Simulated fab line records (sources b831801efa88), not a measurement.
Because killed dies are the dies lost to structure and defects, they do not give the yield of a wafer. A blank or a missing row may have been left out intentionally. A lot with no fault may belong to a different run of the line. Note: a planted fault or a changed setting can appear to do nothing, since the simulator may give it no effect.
Which of the tools did it? | flow sky130 | 6 lots with 18 wafers sampled at 2 steps, on a route of 708 steps

WHAT EACH GAUGE READ, for each wafer
SKY_VT_ADJUST_LVTN_OVL_MEAS_07.
lot  | measured     | on         | VT_ADJUST_LVTN_OVL (nm)
L504 | day 8 17:27  | overlay-01 | 0.7 0.0 1.4
L507 | day 9 05:15  | overlay-01 | -2.0 0.0 -0.5
L511 | day 9 23:46  | overlay-02 | 2.8 2.8 -0.2
L514 | day 10 13:09 | overlay-02 | 0.1 0.8 -2.4
L518 | day 11 08:25 | overlay-02 | 0.5 0.8 -0.2
L524 | day 12 23:24 | overlay-02 | 1.4 0.6 3.8

EACH LOT AND THE TOOL THAT RAN IT (in order: tool; ch and the chambers of the sampled wafers; start)
lot  | SKY_FIELD_ISO_ETCH_14
L504 | rie-diel-04 ch 2,3, day 2 20:59
L507 | rie-diel-03 ch 0,2, day 3 07:29
L511 | rie-diel-04 ch 0,2,3, day 4 03:40
L514 | rie-diel-03 ch 0,3, day 4 23:22
L518 | rie-diel-03 ch 0,1,2, day 5 18:55
L524 | rie-diel-03 ch 2,3, day 7 00:46
- SKY_FIELD_ISO_ETCH_14: etches BARC in N2/H2, stops on SiO2, time 45.9 s, target depth 60 nm.

THE ANSWER, worked out from the rows above alone
Rule: the lots themselves supply what counts as usual. Put in order of their means at a reading, lots are off if they are a third of the lots or fewer, leave a main group of 4 or more, and stand apart from it by a gap of 3 or more times the standard deviation of the main group's means; of several such gaps the widest counts. If all means in a main group match to the digits the tables above print for the reading, that group is not used. Also off: a lot with no number at a reading for which 4 or more lots have one. Where the step has rows for the other lots, those lots are counted as sound.
None of the lots is off at any reading shown; this tells nothing.

WHAT THE SIMULATOR PUT IN
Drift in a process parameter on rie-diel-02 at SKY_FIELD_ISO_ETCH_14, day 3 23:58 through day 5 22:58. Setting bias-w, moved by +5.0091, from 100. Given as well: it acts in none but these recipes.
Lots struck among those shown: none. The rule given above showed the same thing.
